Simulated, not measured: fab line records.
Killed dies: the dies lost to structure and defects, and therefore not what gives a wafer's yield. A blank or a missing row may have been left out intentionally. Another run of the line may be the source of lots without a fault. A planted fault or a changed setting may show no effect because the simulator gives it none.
Which tool did it?	flow sky130	11 lots (33 wafers sampled), 1 step of a 708-step route

WHAT THE GAUGES SHOWED, per wafer
SKY_VIA2_RS_MEAS_22: the measuring method here is four-point-probe.
lot	measured	on	VIA2_W_RS (ohm/sq)
L525	day 36 19:08	film metro-01	0.278 0.276 0.275
L528	day 37 19:19	film metro-01	0.277 0.272 0.268
L530	day 38 16:07	film metro-01	0.278 0.271 0.276
L531	day 38 21:11	film metro-01	0.277 0.268 0.276
L533	day 39 11:37	film metro-01	0.267 0.268 0.270
L534	day 39 22:47	film metro-02	0.274 0.272 0.278
L536	day 40 08:20	film metro-02	0.272 0.270 0.272
L537	day 40 15:03	film metro-01	0.274 0.280 0.276
L544	day 42 22:00	film metro-01	0.268 0.271 0.270
L545	day 43 01:35	film metro-03	0.272 0.274 0.273
L546	day 43 07:56	film metro-02	0.270 0.272 0.270

WHAT TOOL EACH LOT RAN ON (gives the tool, then ch and the chambers of the sampled wafers, and finally the start)
No process step before these readings appears in the record.

THE ANSWER, worked out from the rows above alone
Rule: the lots themselves supply what counts as usual. Put in order of their means at a reading, lots are off if they are a third of the lots or fewer, leave a main group of 4 or more, and stand apart from it by a gap of 3 or more times the standard deviation of the main group's means; of several such gaps the widest counts. A main group is skipped when, at the precision printed for the reading in the tables above, its means are all equal. Also off: a lot with no number at a reading for which 4 or more lots have one. The other lots that the step has rows for count as sound.
None of the lots is off at any reading shown; this tells nothing.

WHAT THE SIMULATOR HAD PUT IN
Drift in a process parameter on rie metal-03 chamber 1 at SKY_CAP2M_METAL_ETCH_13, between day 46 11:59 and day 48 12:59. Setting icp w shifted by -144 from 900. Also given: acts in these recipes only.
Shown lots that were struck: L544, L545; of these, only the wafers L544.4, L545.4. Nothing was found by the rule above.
